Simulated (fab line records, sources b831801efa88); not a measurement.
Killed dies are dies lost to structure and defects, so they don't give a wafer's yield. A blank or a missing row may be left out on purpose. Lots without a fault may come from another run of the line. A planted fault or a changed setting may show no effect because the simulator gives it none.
Problem report in the 8D (eight disciplines) form, filled by code | flow sky130 | the parts of the form that need people (team, actions taken, sign-off) are left out

1. THE PROBLEM
LI_CONTACT_W_RS at SKY_LI_CONTACT_RS_MEAS_22 reads a mean of 0.3115 ohm/sq on 4 wafers of 2 lots; wafers without a fault read 0.2838 ohm/sq with a standard deviation of 0.0024. That is +12 standard deviations from the usual mean.
The step: measures by four-point-probe.
First seen on wafer L500.3, day 32 02:00, on film_metro-04. The record holds 36 wafers of 12 lots with a number at this step. Rule for "out", or "out of limits": more than 4 standard deviations from the usual mean. The other wafers with a number count as sound.

2. WHAT IT IS AND WHAT IT IS NOT
question                    | is                             | is not
which readings at this step | LI_CONTACT_W_RS                | -
which lots                  | L500, L504                     | L491, L492, L494, L495, L505, L506, L507, L512, L513, L514
which wafers of those lots  | L500.3, L504.1, L504.3, L504.6 | L500.4, L500.6
read on which gauges        | film_metro-03, film_metro-04   | film_metro-02
when                        | from day 32 02:00              | up to then (14 sound wafers); but 18 sound wafers of L505, L506, L507, L512, L513, L514 came after

3. SUSPECTS, AND WHAT RULES EACH OUT
Counting: a tool at a process step up to the reading stays a suspect if it ran every lot that is out. Sound lots after the first of them don't rule it out here, since some wafers of a struck lot are sound.
- the gauge at SKY_LI_CONTACT_RS_MEAS_22: ruled out. The wafers that are out were read on 2 gauges (film_metro-03, film_metro-04).
- plasma_asher-02 at SKY_SD_N_STRIP_11 (strips in O2/N2): kept. It ran every lot that is out, first L500 (day 30 20:22); its last sound lot up to then is L492 (day 28 21:13).
- cvd_w-01 at SKY_LI_CONTACT_CVD_21 (deposits W, target thk 400 nm, time 120.56 s): kept. It ran every lot that is out, first L500 (day 32 01:53); its last sound lot up to then is L494 (day 30 14:43). Its own readings are out on those wafers: chamber_pressure_Torr.
- Within cvd_w-01 at SKY_LI_CONTACT_CVD_21: the wafers that are out ran in chamber 1; their sound lot-mates ran in chamber 0.
Left after counting: plasma_asher-02 at SKY_SD_N_STRIP_11, cvd_w-01 at SKY_LI_CONTACT_CVD_21.

4. THE CAUSE (what the simulator had put in)
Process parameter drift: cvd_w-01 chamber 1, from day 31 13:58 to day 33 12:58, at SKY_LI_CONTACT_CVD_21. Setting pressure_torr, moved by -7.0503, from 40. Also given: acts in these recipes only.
Counting left 2 suspects, and this tool is among them.

5. THE CHAIN OF EFFECTS, in route order
Each row: a reading whose mean over the struck wafers that have a number lies more than 3 standard deviations from the usual. Only readings for which the record gives a usual standard deviation are gone through. hours: the time from each lot's start at the first step in this table that gives one to its start at this step, as a median over the lots. sigmas: the change in usual standard deviations.
hours | step                       | reading               | usual         | on struck wafers | change  | sigmas
0     | SKY_LI_CONTACT_CVD_21      | chamber_pressure_Torr | 40.00 Torr    | 32.98            | -7.02   | -75
0     | SKY_LI_CONTACT_RS_MEAS_22  | LI_CONTACT_W_RS       | 0.2838 ohm/sq | 0.3115           | +0.0277 | +12
0     | SKY_LI_CONTACT_THK_MEAS_23 | LI_CONTACT_W_THK      | 403 nm        | 367              | -36     | -7.3
The process steps in it:
- SKY_LI_CONTACT_CVD_21: deposits W, target thk 400 nm, time 120.56 s.

6. WHAT WOULD HAVE CAUGHT IT SOONER
In this record the first reading out of limits at a measuring or inspecting step was taken at day 32 02:00, 12 hours after the fault began at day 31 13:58.
The tool's own readings at SKY_LI_CONTACT_CVD_21 were out on every struck wafer that the step has a row for (chamber_pressure_Torr): an alarm limit on them would have fired on the first of those.
Of the lots that are out (2), L504 began SKY_LI_CONTACT_CVD_21 on cvd_w-01 after day 32 02:00. A hold on the tool at that time would have spared it.
